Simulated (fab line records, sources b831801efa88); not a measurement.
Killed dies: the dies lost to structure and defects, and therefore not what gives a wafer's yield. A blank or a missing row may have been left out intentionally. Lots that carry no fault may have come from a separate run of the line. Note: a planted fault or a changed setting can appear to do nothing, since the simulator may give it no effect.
fab line records    flow sky130
[record] lots = 5  wafers = 14  last-day = 50
route steps=708 shown DNWELL@41 PWDE@45 NWELL@56 PAD_OPEN@708
lots untouched by any fault: they come from a run of this same line in which no faults occurred
start-h: the number of hours between the record's first day and the start of the first shown wafer of the lot    wait-h: time in hours since the lot's previous step    " the same as in the row above    L1.1+2: several wafers, shown together as one row    - no value, or no start given    * or withheld: withheld    < > ~ a bound
route shown NAME@n: names a module that has steps shown in the file, with the first one's number in the route    usual: mean/standard deviation taken from wafers without a fault    same: alike in all rows    chamber/n: place in a boat    sites: readings site by site    _std_site: the standard deviation of these    _edge_site: inner sites' mean taken away from outer sites' mean    radius-mm: for every site, how far away it sits from the centre of the wafer    mask NAME#n: copy n    behind: the last tool/chamber to shape the wafer    hold: why the lot went on hold/how many hours it stayed there/how the hold came to an end    device: the transistor (n, p or np) that didn't switch    end of line: tests of these same wafers at the route's end    for a step that has no rows: nothing shown but its recipe    killed: not the wafer's yield, but the dies lost to structure and defects at the first sort    map: a wafer's dies, x killed, . not, _ none there
set.NAME: setting as actually run; set.NAME@STEP: the setting as run at that earlier step    model.NAME: the simulator's own value behind a step, which no gauge read
certain route steps with their lots: each step a table, each wafer a row
services: a tool's chamber out of use, with start hour (start-h, from the record's first day; less than 0 if before it), hours out, and reason
[[steps]]
[step SKY_DNWELL_DEVELOP_06]
[recipe] wall-angle-deg = 90  developer = TMAH  develop-time-s = 60  dev-temp-c = 23
[step SKY_DNWELL_IMPLANT_07]
[recipe] species = P  energy-kev = withheld  dose-cm2 = withheld  tilt-deg = withheld
[step SKY_DNWELL_STRIP_08]
[recipe] chemistry = O2/N2  power-w = 1400  pressure-mtorr = 1500  platen-temp-c = withheld  o2-flow-sccm = 3000  n2-flow-sccm = 300  overash-fraction = 0.5
[usual] drypump-motor-current-A = 5.84/0.28  oes-product-au = 0.723/0.0048  strip-time-to-endpoint-s = 36.90/0.093
lot.wafer  tool             chamber  start-h  wait-h  drypump-motor-current-A  oes-product-au  rf-hours-counter-h  strip-time-to-endpoint-s
L726.2     plasma-asher-01  0        57.06    0.1     5.70                     0.720           25                  37.03
L726.3     "                1        "        "       5.91                     0.718           -                   36.85
L726.4     "                0        "        "       5.74                     0.730           -                   36.91
L728.2     plasma-asher-04  1        68.90    0.1     5.37                     0.729           39                  36.88
L728.4     "                0        "        "       6.58                     0.732           -                   36.88
L728.5     "                0        "        "       6.59                     0.715           -                   36.83
L729.2     plasma-asher-03  1        73.89    0.1     5.64                     0.721           40                  36.76
L729.3     "                1        "        "       5.63                     0.712           -                   36.77
L729.5     "                0        "        "       6.03                     0.723           -                   36.74
L747.1     plasma-asher-01  0        171.16   0.1     5.74                     0.724           37                  36.96
L747.2     "                1        "        "       5.87                     0.722           37                  36.77
L748.2     plasma-asher-01  1        175.69   0.1     5.87                     0.720           37                  36.97
L748.3     "                1        "        "       5.90                     0.730           -                   36.83
L748.5     "                0        "        "       5.73                     0.722           -                   36.84
[step SKY_DNWELL_TW_MEAS_09]
[usual] DNWELL_TW = 1119/11
lot.wafer  tool           chamber  start-h  wait-h  DNWELL_TW
L726.2     film-metro-03  -        57.17    0.1     1124
L726.3     "              -        "        "       1132
L726.4     "              -        "        "       1131
L728.2     film-metro-03  -        69.00    0.1     1113
L728.4     "              -        "        "       1117
L728.5     "              -        "        "       1113
L729.2     film-metro-03  -        74.00    0.1     1122
L729.3     "              -        "        "       1123
L729.5     "              -        "        "       1120
L747.1     film-metro-02  -        171.26   0.1     1101
L747.2     "              -        "        "       1101
L748.2     film-metro-04  -        175.80   0.1     1129
L748.3     "              -        "        "       1125
L748.5     "              -        "        "       1129
[step SKY_PWDE_DEHYDRATE_00]
[recipe] temp-c = 200  time-s = 60
[step SKY_PWDE_HMDS_01]
[recipe] prime-time-s = 60  prime-temp-c = 120
[step SKY_PWDE_COAT_02]
[recipe] spin-rpm = 2000  resist-thk-nm = 3000
[step SKY_PWDE_SOFTBAKE_03]
[recipe] temp-c = 110  time-s = withheld
[step SKY_PWDE_EXPOSE_04]
[recipe] mask-id = PWDEM  na = 0.6  source-shape = conventional  sigma-outer = 0.6  polarization = unpolarized  target-cd-nm = 840  dose-mj = 214
[step SKY_PWDE_PEB_05]
[recipe] temp-c = 115  time-s = withheld
[step SKY_PWDE_DEVELOP_06]
[recipe] wall-angle-deg = 90  developer = TMAH  develop-time-s = 60  dev-temp-c = 23
[step SKY_PWDE_OVL_MEAS_07]
[usual] PWDE_OVL = -0.1/1.2
lot.wafer  tool        chamber  start-h  wait-h  PWDE_OVL[nm]
L726.2     overlay-01  -        73.09    -       0.5
L726.3     "           -        "        "       -0.8
L726.4     "           -        "        "       -0.1
L728.2     overlay-02  -        85.26    -       -0.2
L728.4     "           -        "        "       0.4
L728.5     "           -        "        "       -0.7
L729.2     overlay-01  -        89.25    -       1.4
L729.3     "           -        "        "       -1.1
L729.5     "           -        "        "       0.0
L747.1     overlay-02  -        190.99   -       0.9
L747.2     "           -        "        "       0.8
L748.2     overlay-01  -        194.76   -       0.0
L748.3     "           -        "        "       1.7
L748.5     "           -        "        "       1.0
[step SKY_PWDE_IMPLANT_08]
[recipe] species = B  energy-kev = 150  dose-cm2 = 3.6e+12  tilt-deg = withheld
[usual] beam-on-s = 9.99/0.21  faraday-current-uA = 20.3/0.41
lot.wafer  tool          chamber  start-h  wait-h  beam-on-s  faraday-current-uA
L726.2     implanter-01  0        73.14    0.0     10.09      20.1
L726.3     "             0        "        "       9.70       20.9
L726.4     "             0        "        "       10.04      20.3
L728.2     implanter-03  0        85.32    0.0     9.98       20.3
L728.4     "             0        "        "       9.79       20.7
L728.5     "             0        "        "       9.77       20.7
L729.2     implanter-02  0        89.31    0.0     10.17      20.0
L729.3     "             0        "        "       9.85       20.7
L729.5     "             0        "        "       9.87       20.5
L747.1     implanter-02  0        191.03   0.0     9.93       20.4
L747.2     "             0        "        "       13.66      14.9
L748.2     implanter-03  0        194.82   0.0     9.99       20.2
L748.3     "             0        "        "       9.99       20.5
L748.5     "             0        "        "       9.98       20.2
[step SKY_PWDE_STRIP_09]
[recipe] chemistry = O2/N2  power-w = 1400  pressure-mtorr = 1500  platen-temp-c = withheld  o2-flow-sccm = 3000  n2-flow-sccm = 300  overash-fraction = 0.5
[usual] drypump-motor-current-A = 5.8/0.47  oes-product-au = 0.722/0.0047  strip-time-to-endpoint-s = 36.94/0.1
lot.wafer  tool             chamber  start-h  wait-h  drypump-motor-current-A  oes-product-au  rf-hours-counter-h  strip-time-to-endpoint-s
L726.2     plasma-asher-04  1        73.27    0.1     5.4                      0.719           39                  37.00
L726.3     "                0        "        "       6.6                      0.722           -                   37.07
L726.4     "                1        "        "       5.4                      0.727           -                   37.06
L728.2     plasma-asher-02  0        85.44    0.1     5.4                      0.721           38                  36.98
L728.4     "                1        "        "       5.5                      0.714           -                   36.90
L728.5     "                1        "        "       5.5                      0.716           -                   36.99
L729.2     plasma-asher-04  1        89.43    0.1     5.4                      0.719           41                  36.98
L729.3     "                0        "        "       6.6                      0.738           -                   37.05
L729.5     "                1        "        "       5.4                      0.716           -                   37.07
L747.1     plasma-asher-04  0        191.18   0.1     6.6                      0.720           7                   36.89
L747.2     "                1        "        "       5.4                      0.720           7                   36.86
L748.2     plasma-asher-03  0        194.94   0.1     6.0                      0.719           50                  36.95
L748.3     "                1        "        "       5.6                      0.719           -                   36.85
L748.5     "                0        "        "       6.0                      0.712           -                   36.86
[step SKY_PWDE_TW_MEAS_10]
[usual] PWDE_TW = 376/3.1
lot.wafer  tool           chamber  start-h  wait-h  PWDE_TW
L726.2     film-metro-04  -        73.38    0.1     377
L726.3     "              -        "        "       379
L726.4     "              -        "        "       379
L728.2     film-metro-03  -        85.55    0.1     377
L728.4     "              -        "        "       378
L728.5     "              -        "        "       376
L729.2     film-metro-04  -        89.54    0.1     377
L729.3     "              -        "        "       379
L729.5     "              -        "        "       377
L747.1     film-metro-04  -        191.28   0.1     376
L747.2     "              -        "        "       415
L748.2     film-metro-04  -        195.05   0.1     378
L748.3     "              -        "        "       377
L748.5     "              -        "        "       379
[step SKY_NWELL_DEHYDRATE_03]
[recipe] temp-c = 200  time-s = 60
[step SKY_NWELL_HMDS_04]
[recipe] prime-time-s = 60  prime-temp-c = 120
[step SKY_NWELL_COAT_05]
[recipe] spin-rpm = 2000  resist-thk-nm = 3000
[step SKY_NWELL_SOFTBAKE_06]
[recipe] temp-c = 110  time-s = withheld
[step SKY_NWELL_EXPOSE_07]
[recipe] mask-id = NWM  na = 0.6  source-shape = conventional  sigma-outer = 0.6  polarization = unpolarized  target-cd-nm = 840  dose-mj = 255
[step SKY_NWELL_PEB_08]
[recipe] temp-c = 115  time-s = withheld
[step SKY_NWELL_DEVELOP_09]
[recipe] wall-angle-deg = 90  developer = TMAH  develop-time-s = 60  dev-temp-c = 23
[step SKY_NWELL_OVL_MEAS_10]
[usual] NWELL_00_OVL = 0.2/1.7
lot.wafer  tool        chamber  start-h  wait-h  NWELL_00_OVL[nm]
L726.2     overlay-01  -        88.46    -       1.7
L726.3     "           -        "        "       2.0
L726.4     "           -        "        "       -0.3
L728.2     overlay-01  -        101.33   -       -0.6
L728.4     "           -        "        "       -3.4
L728.5     "           -        "        "       -2.2
L729.2     overlay-02  -        106.23   -       -1.7
L729.3     "           -        "        "       -1.4
L729.5     "           -        "        "       -2.1
L747.1     overlay-01  -        213.37   -       -1.1
L747.2     "           -        "        "       -0.9
L748.2     overlay-01  -        216.84   -       -1.6
L748.3     "           -        "        "       -1.1
L748.5     "           -        "        "       -0.1
[step SKY_NWELL_IMPLANT_11]
[recipe] species = P  energy-kev = 400  dose-cm2 = 1.9e+13  tilt-deg = withheld
[step SKY_NWELL_IMPLANT_12]
[recipe] species = P  energy-kev = 120  dose-cm2 = 1.3e+12  tilt-deg = withheld
[step SKY_NWELL_IMPLANT_13]
[recipe] species = P  energy-kev = 50  dose-cm2 = 7e+11  tilt-deg = withheld
[step SKY_NWELL_STRIP_14]
[recipe] chemistry = O2/N2  power-w = 1400  pressure-mtorr = 1500  platen-temp-c = withheld  o2-flow-sccm = 3000  n2-flow-sccm = 300  overash-fraction = 0.5
[usual] drypump-motor-current-A = 5.7/0.47  oes-product-au = 0.723/0.0047  strip-time-to-endpoint-s = 36.90/0.11
lot.wafer  tool             chamber  start-h  wait-h  drypump-motor-current-A  oes-product-au  rf-hours-counter-h  strip-time-to-endpoint-s
L726.2     plasma-asher-02  1        88.94    0.1     5.5                      0.715           39                  37.00
L726.3     "                0        "        "       5.3                      0.724           -                   36.99
L726.4     "                1        "        "       5.5                      0.712           -                   37.02
L728.2     plasma-asher-01  0        101.81   0.1     5.7                      0.723           29                  36.94
L728.4     "                0        "        "       5.7                      0.725           -                   36.82
L728.5     "                1        "        "       5.9                      0.723           -                   36.99
L729.2     plasma-asher-04  1        106.71   0.1     5.4                      0.728           43                  36.94
L729.3     "                1        "        "       5.4                      0.722           -                   36.95
L729.5     "                1        "        "       5.4                      0.723           -                   36.99
L747.1     plasma-asher-04  0        213.86   0.1     6.6                      0.707           9                   36.71
L747.2     "                1        "        "       5.4                      0.724           9                   36.78
L748.2     plasma-asher-04  1        217.32   0.1     5.4                      0.720           10                  36.82
L748.3     "                0        "        "       6.6                      0.726           -                   36.77
L748.5     "                0        "        "       6.6                      0.723           -                   36.68
[step SKY_NWELL_TW_MEAS_15]
[usual] NWELL_TW = 1833/13
lot.wafer  tool           chamber  start-h  wait-h  NWELL_TW
L726.2     film-metro-02  -        89.05    0.1     1807
L726.3     "              -        "        "       1790
L726.4     "              -        "        "       1805
L728.2     film-metro-04  -        101.92   0.1     1834
L728.4     "              -        "        "       1840
L728.5     "              -        "        "       1845
L729.2     film-metro-02  -        106.82   0.1     1815
L729.3     "              -        "        "       1828
L729.5     "              -        "        "       1813
L747.1     film-metro-04  -        213.96   0.1     1834
L747.2     "              -        "        "       1842
L748.2     film-metro-04  -        217.43   0.1     1843
L748.3     "              -        "        "       1841
L748.5     "              -        "        "       1832
[step SKY_NWELL_DEHYDRATE_16]
[recipe] temp-c = 200  time-s = 60
[step SKY_NWELL_HMDS_17]
[recipe] prime-time-s = 60  prime-temp-c = 120
[step SKY_NWELL_COAT_18]
[recipe] spin-rpm = 2000  resist-thk-nm = 3000
[step SKY_NWELL_SOFTBAKE_19]
[recipe] temp-c = 110  time-s = withheld
[step SKY_NWELL_EXPOSE_20]
[recipe] mask-id = NWM_COMPLEMENT  na = 0.6  source-shape = conventional  sigma-outer = 0.6  polarization = unpolarized  target-cd-nm = 840  dose-mj = 260
[step SKY_NWELL_PEB_21]
[recipe] temp-c = 115  time-s = withheld
[step SKY_NWELL_DEVELOP_22]
[recipe] wall-angle-deg = 90  developer = TMAH  develop-time-s = 60  dev-temp-c = 23
[step SKY_NWELL_OVL_MEAS_23]
[usual] NWELL_01_OVL = 0.3/1.3
lot.wafer  tool        chamber  start-h  wait-h  NWELL_01_OVL[nm]
L726.2     overlay-02  -        104.53   -       1.2
L726.3     "           -        "        "       2.5
L726.4     "           -        "        "       2.2
L728.2     overlay-02  -        119.43   -       0.4
L728.4     "           -        "        "       0.7
L728.5     "           -        "        "       0.7
L729.2     overlay-02  -        125.39   -       0.5
L729.3     "           -        "        "       2.5
L729.5     "           -        "        "       1.0
L747.1     overlay-01  -        236.33   -       1.7
L747.2     "           -        "        "       1.7
L748.2     overlay-01  -        240.21   -       -1.0
L748.3     "           -        "        "       -0.4
L748.5     "           -        "        "       1.2
[step SKY_NWELL_IMPLANT_24]
[recipe] species = B  energy-kev = 140  dose-cm2 = 9.2e+12  tilt-deg = withheld
[step SKY_NWELL_STRIP_25]
[recipe] chemistry = O2/N2  power-w = 1400  pressure-mtorr = 1500  platen-temp-c = withheld  o2-flow-sccm = 3000  n2-flow-sccm = 300  overash-fraction = 0.5
[usual] drypump-motor-current-A = 5.7/0.36  oes-product-au = 0.723/0.0044  strip-time-to-endpoint-s = 36.90/0.12
lot.wafer  tool             chamber  start-h  wait-h  drypump-motor-current-A  oes-product-au  rf-hours-counter-h  strip-time-to-endpoint-s
L726.2     plasma-asher-02  0        104.71   0.1     5.4                      0.721           40                  36.89
L726.3     "                1        "        "       5.5                      0.724           -                   36.89
L726.4     "                0        "        "       5.4                      0.726           -                   36.97
L728.2     plasma-asher-04  1        119.61   0.1     5.4                      0.711           0                   36.78
L728.4     "                0        "        "       6.6                      0.724           -                   36.81
L728.5     "                0        "        "       6.6                      0.725           -                   36.87
L729.2     plasma-asher-04  0        125.64   0.1     6.6                      0.728           1                   36.85
L729.3     "                0        "        "       6.6                      0.723           -                   36.94
L729.5     "                1        "        "       5.4                      0.717           -                   36.88
L747.1     plasma-asher-02  0        236.52   0.1     5.4                      0.724           54                  36.81
L747.2     "                1        "        "       5.5                      0.726           54                  37.00
L748.2     plasma-asher-04  0        240.39   0.1     6.6                      0.719           12                  36.91
L748.3     "                0        "        "       6.6                      0.724           -                   37.01
L748.5     "                1        "        "       5.4                      0.718           -                   37.01
[step SKY_NWELL_TW_MEAS_26]
[usual] NWELL_2_TW = 499/3.5
lot.wafer  tool           chamber  start-h  wait-h  NWELL_2_TW
L726.2     film-metro-04  -        104.82   0.1     501
L726.3     "              -        "        "       503
L726.4     "              -        "        "       505
L728.2     film-metro-03  -        119.72   0.1     503
L728.4     "              -        "        "       499
L728.5     "              -        "        "       503
L729.2     film-metro-03  -        125.75   0.1     495
L729.3     "              -        "        "       495
L729.5     "              -        "        "       496
L747.1     film-metro-02  -        236.62   0.1     499
L747.2     "              -        "        "       495
L748.2     film-metro-03  -        240.50   0.1     500
L748.3     "              -        "        "       502
L748.5     "              -        "        "       499
[step SKY_NWELL_CLEAN_27]
[recipe] chemistry = SC1/SC2  mix = 1:4:20  temp-c = 70  time-s = 150  dry = n2-spin
[step SKY_NWELL_RTA_28]
[recipe] temp-c = 1050  time-s = 30  idle-temp-c = 650  ramp-up-c-per-s = 150  ramp-down-c-per-s = 90  ambient = N2
[usual] lamp-power-pct = 25.31/0.051  wafer_temp_C_max = 1055.0/0.92
lot.wafer  tool           chamber  start-h  wait-h  lamp-power-pct  wafer_temp_C_max
L726.2     rtp-anneal-01  0        104.93   0.0     25.26           1056.6
L726.3     "              0        "        "       25.29           1057.1
L726.4     "              0        "        "       25.26           1055.0
L728.2     rtp-anneal-01  0        119.84   0.0     25.35           1054.1
L728.4     "              0        "        "       25.25           1055.4
L728.5     "              0        "        "       25.30           1054.5
L729.2     rtp-anneal-01  0        125.87   0.0     25.31           1053.9
L729.3     "              0        "        "       25.34           1054.6
L729.5     "              0        "        "       25.38           1054.6
L747.1     rtp-anneal-01  0        236.73   0.0     25.33           1053.5
L747.2     "              0        "        "       25.25           1054.5
L748.2     rtp-anneal-02  0        240.62   0.0     25.34           1054.0
L748.3     "              0        "        "       25.29           1055.7
L748.5     "              0        "        "       25.25           1054.6
[step SKY_NWELL_RS_MEAS_29]
[recipe] thk-meas-gauge = four-point-probe
[usual] NWELL_RS = 623.7/1.5
lot.wafer  tool           chamber  start-h  wait-h  NWELL_RS[ohm/sq]
L726.2     film-metro-02  -        105.04   0.1     621.8
L726.3     "              -        "        "       624.0
L726.4     "              -        "        "       621.7
L728.2     film-metro-02  -        119.94   0.1     623.8
L728.4     "              -        "        "       623.1
L728.5     "              -        "        "       624.4
L729.2     film-metro-03  -        125.97   0.1     621.6
L729.3     "              -        "        "       623.0
L729.5     "              -        "        "       624.4
L747.1     film-metro-03  -        236.83   0.1     625.1
L747.2     "              -        "        "       625.9
L748.2     film-metro-03  -        240.72   0.1     625.5
L748.3     "              -        "        "       624.7
L748.5     "              -        "        "       626.5
[step SKY_NWELL_RS_MEAS_31]
[recipe] thk-meas-gauge = four-point-probe
[usual] PWDE_RS = 5279/23
lot.wafer  tool           chamber  start-h  wait-h  PWDE_RS[ohm/sq]
L726.2     film-metro-02  -        105.28   0.1     5270
L726.3     "              -        "        "       5262
L726.4     "              -        "        "       5256
L728.2     film-metro-02  -        120.18   0.1     5283
L728.4     "              -        "        "       5272
L728.5     "              -        "        "       5273
L729.2     film-metro-03  -        126.21   0.1     5264
L729.3     "              -        "        "       5252
L729.5     "              -        "        "       5264
L747.1     film-metro-03  -        237.07   0.1     5304
L747.2     "              -        "        "       4181
L748.2     film-metro-03  -        240.96   0.1     5278
L748.3     "              -        "        "       5265
L748.5     "              -        "        "       5268
[step SKY_PAD_OPEN_PROBE_99]
[usual] killed_at_M0_to_M3 = 44/7.7  killed_at_M4_up = 3.0/1.9  killed-at-contacts = 25/5.6  killed-at-front-end = 15/4.6  killed-at-other = 0.3/0.47  killed-dies = 86/9.9  killed-open = 47/7.4  killed-short = 39/5.9
[same] gross-dies = 492  killed-at-back-side = 0
lot.wafer  tool       chamber  start-h  wait-h  killed_at_M0_to_M3  killed_at_M4_up  killed-at-contacts  killed-at-front-end  killed-at-other  killed-dies  killed-open  killed-short  model.etest.res_p_drift_20v.line-ohm-um  model.etest.res_p_drift_20v.rs-ohm-sq  model.etest.res-pwde-under-gate.rs-ohm-sq
L726.2     prober-02  -        1086.95  0.1     32                  1                25                  20                   0                78           50           28            1.197e+04                                9896                                   6217
L726.3     prober-02  -        1087.00  0.2     43                  4                21                  10                   0                78           42           36            1.308e+04                                1.1e+04                                6217
L726.4     prober-02  -        1087.05  0.2     50                  4                29                  14                   0                97           51           46            1.297e+04                                1.068e+04                              6225
L728.2     prober-02  -        1109.17  0.1     34                  5                24                  13                   1                77           38           39            1.209e+04                                1.016e+04                              6130
L728.4     prober-02  -        1109.27  0.2     72                  6                17                  22                   0                117          66           51            1.357e+04                                1.122e+04                              6184
L728.5     prober-02  -        1109.32  0.2     61                  2                24                  14                   0                101          63           38            1.169e+04                                9664                                   6158
L729.2     prober-01  -        1110.29  0.1     52                  1                19                  16                   0                88           44           44            1.076e+04                                8872                                   6202
L729.3     prober-01  -        1110.34  0.2     32                  3                24                  15                   0                74           37           37            1.132e+04                                9563                                   6153
L729.5     prober-01  -        1110.44  0.2     40                  2                31                  14                   1                88           53           35            1.051e+04                                8868                                   6138
L748.2     prober-01  -        1197.62  0.1     39                  4                26                  18                   0                87           43           44            1.221e+04                                1.019e+04                              6236
L748.3     prober-01  -        1197.67  0.2     46                  1                16                  20                   1                84           41           43            1.207e+04                                1.007e+04                              6226
L748.5     prober-01  -        1197.77  0.2     37                  3                16                  19                   0                75           39           36            1.182e+04                                9878                                   6235
L747.1     prober-02  -        1199.07  0.1     49                  1                21                  19                   1                91           55           36            1.282e+04                                1.077e+04                              6199
L747.2     prober-02  -        1199.12  0.1     40                  4                15                  10                   0                69           31           38            1.025e+04                                8530                                   4654
// killed by level:class
L726.2 CONTACT:geometric-particle:open=12 LI_CONTACT:geometric-particle:open=7 FIELD_ISO:geometric-particle:open=6 VIA1:geometric-particle:short=6 VIA2:geometric-particle:open=5 VIA3:geometric-particle:open=5 POLY_CUT:geometric-particle:open=4 LOCAL_INTERCONNECT:geometric-particle:short=4
L726.3 VIA1:geometric-particle:open=11 CONTACT:geometric-particle:open=10 METAL1:geometric-particle:short=6 VIA3:geometric-particle:open=6 VIA3:geometric-particle:short=5 LI_CONTACT:geometric-particle:open=4 FIELD_ISO:geometric-particle:open=3 POLY_GATE:geometric-particle:short=3
L726.4 CONTACT:geometric-particle:open=12 VIA1:geometric-particle:open=12 METAL1:geometric-particle:short=10 POLY_GATE:geometric-particle:open=7 LI_CONTACT:geometric-particle:open=6 METAL2:geometric-particle:short=6 CONTACT:geometric-particle:short=5 VIA1:geometric-particle:short=5
L728.2 VIA2:geometric-particle:open=12 CONTACT:geometric-particle:open=7 LOCAL_INTERCONNECT:geometric-particle:short=6 LI_CONTACT:geometric-particle:open=5 METAL1:geometric-particle:short=5 METAL4:geometric-particle:short=5 VIA1:geometric-particle:short=4 METAL2:geometric-particle:short=4
L728.4 VIA2:geometric-particle:open=14 METAL1:geometric-particle:short=13 VIA1:geometric-particle:open=11 METAL2:geometric-particle:short=10 VIA3:geometric-particle:open=8 LI_CONTACT:geometric-particle:open=7 FIELD_ISO:geometric-particle:short=6 FIELD_ISO:geometric-particle:open=6
L728.5 VIA1:geometric-particle:open=16 VIA2:geometric-particle:open=12 LI_CONTACT:geometric-particle:open=10 METAL2:geometric-particle:short=8 CONTACT:geometric-particle:open=7 VIA1:geometric-particle:short=6 METAL1:geometric-particle:short=6 POLY_GATE:geometric-particle:open=5
L729.2 VIA1:geometric-particle:open=10 VIA3:geometric-particle:open=8 VIA3:geometric-particle:short=7 VIA2:geometric-particle:open=7 CONTACT:geometric-particle:open=6 VIA1:geometric-particle:short=5 SONOS_ONO:geometric-particle:short=5 FIELD_ISO:geometric-particle:short=4
L729.3 CONTACT:geometric-particle:open=9 VIA1:geometric-particle:open=9 CONTACT:geometric-particle:short=7 FIELD_ISO:geometric-particle:short=5 LI_CONTACT:geometric-particle:open=5 METAL1:geometric-particle:short=5 VIA1:geometric-particle:short=4 VIA3:geometric-particle:open=4
L729.5 LI_CONTACT:geometric-particle:open=13 CONTACT:geometric-particle:open=8 VIA1:geometric-particle:open=8 VIA3:geometric-particle:open=8 POLY_GATE:geometric-particle:open=5 METAL1:geometric-particle:short=5 VIA2:geometric-particle:open=5 LI_CONTACT:geometric-particle:short=4
L748.2 VIA1:geometric-particle:open=11 LI_CONTACT:geometric-particle:open=9 FIELD_ISO:geometric-particle:short=8 CONTACT:geometric-particle:open=6 VIA1:geometric-particle:short=6 POLY_GATE:geometric-particle:open=5 VIA3:geometric-particle:open=5 LI_CONTACT:geometric-particle:short=5
L748.3 VIA1:geometric-particle:open=12 POLY_GATE:geometric-particle:short=7 VIA3:geometric-particle:open=7 FIELD_ISO:geometric-particle:short=5 CONTACT:geometric-particle:open=5 VIA2:geometric-particle:open=5 LI_CONTACT:geometric-particle:short=4 VIA1:geometric-particle:short=4
L748.5 METAL2:geometric-particle:short=7 VIA2:geometric-particle:open=7 LI_CONTACT:geometric-particle:open=6 POLY_GATE:geometric-particle:open=5 POLY_GATE:geometric-particle:short=5 VIA1:geometric-particle:open=5 VIA3:geometric-particle:open=5 CONTACT:geometric-particle:open=4
L747.1 VIA1:geometric-particle:open=12 METAL2:geometric-particle:short=8 CONTACT:geometric-particle:open=7 METAL3:geometric-particle:short=5 VIA1:geometric-particle:short=5 VIA2:geometric-particle:open=5 VIA3:geometric-particle:open=5 FIELD_ISO:geometric-particle:open=4
L747.2 VIA2:geometric-particle:open=7 POLY_GATE:geometric-particle:short=6 METAL1:geometric-particle:short=5 CONTACT:geometric-particle:open=5 VIA1:geometric-particle:open=5 METAL3:geometric-particle:short=5 VIA1:geometric-particle:short=4 METAL2:geometric-particle:short=4
[[services]]
tool             chamber  start-h  hours  kind
implanter-01     -        51.03    2.4    pm
plasma-asher-01  -        63.65    2.8    pm
implanter-03     -        65.29    4.8    pm
plasma-asher-03  -        76.59    3.0    repair
plasma-asher-03  -        81.00    9.2    repair
plasma-asher-03  -        81.67    0.3    repair
implanter-03     -        85.56    5.9    repair
implanter-03     -        103.75   2.3    repair
plasma-asher-04  -        108.75   9.0    pm
plasma-asher-04  0        108.75   9.0    vent-cycle
plasma-asher-04  1        108.75   9.0    vent-cycle
plasma-asher-03  -        110.42   1.1    repair
plasma-asher-03  -        122.70   4.0    repair
plasma-asher-03  -        131.09   4.3    pm
plasma-asher-04  -        132.58   1.4    repair
plasma-asher-01  -        156.39   0.7    repair
plasma-asher-03  -        166.67   1.1    repair
implanter-03     -        167.61   2.5    repair
implanter-03     -        200.86   22.7   pm
plasma-asher-03  -        218.71   0.6    repair
implanter-02     -        219.22   1.9    repair
implanter-02     -        219.71   4.4    repair
implanter-03     -        223.56   4.1    pm
implanter-03     -        225.67   2.1    repair
[[key]]
[first-sign] step = SKY_PWDE_IMPLANT_08  reading = beam-on-s  direction = up  sigmas = 18  usual = 9.99  struck = 13.66
[effect] step = SKY_PWDE_IMPLANT_08  reading = faraday-current-uA  direction = down  sigmas = 13  usual = 20.3  struck = 14.9
[effect] step = SKY_PWDE_TW_MEAS_10  reading = PWDE_TW  direction = up  sigmas = 13  usual = 376  struck = 415
[effect] step = SKY_NWELL_RS_MEAS_31  reading = PWDE_RS  direction = down  sigmas = 48  usual = 5279  struck = 4181
[model-effect] step = SKY_PAD_OPEN_PROBE_99  value = etest.res_p_drift_20v.line-ohm-um  without = 1.349e+04  struck = 1.025e+04
met-at SKY_PWDE_IMPLANT_08
struck-wafers L747.2
tester-left-out L747
onset-between 89.31 191.03
[fault] kind = process-parameter-drift  tool = implanter-02  chamber = -  onset-h = 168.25  steps = SKY_PWDE_IMPLANT_08  channel = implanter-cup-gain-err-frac  offset = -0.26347  shape = step  end-h = 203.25  scope = struck-wafers-only
// tester-left-out: of these lots the tester's yield and bins aren't shown, on N5 and GAA mostly nor the transistor test; their killed dies are dies lost to structure and defects alone, not to doping, threshold or leakage, so they don't give the yield
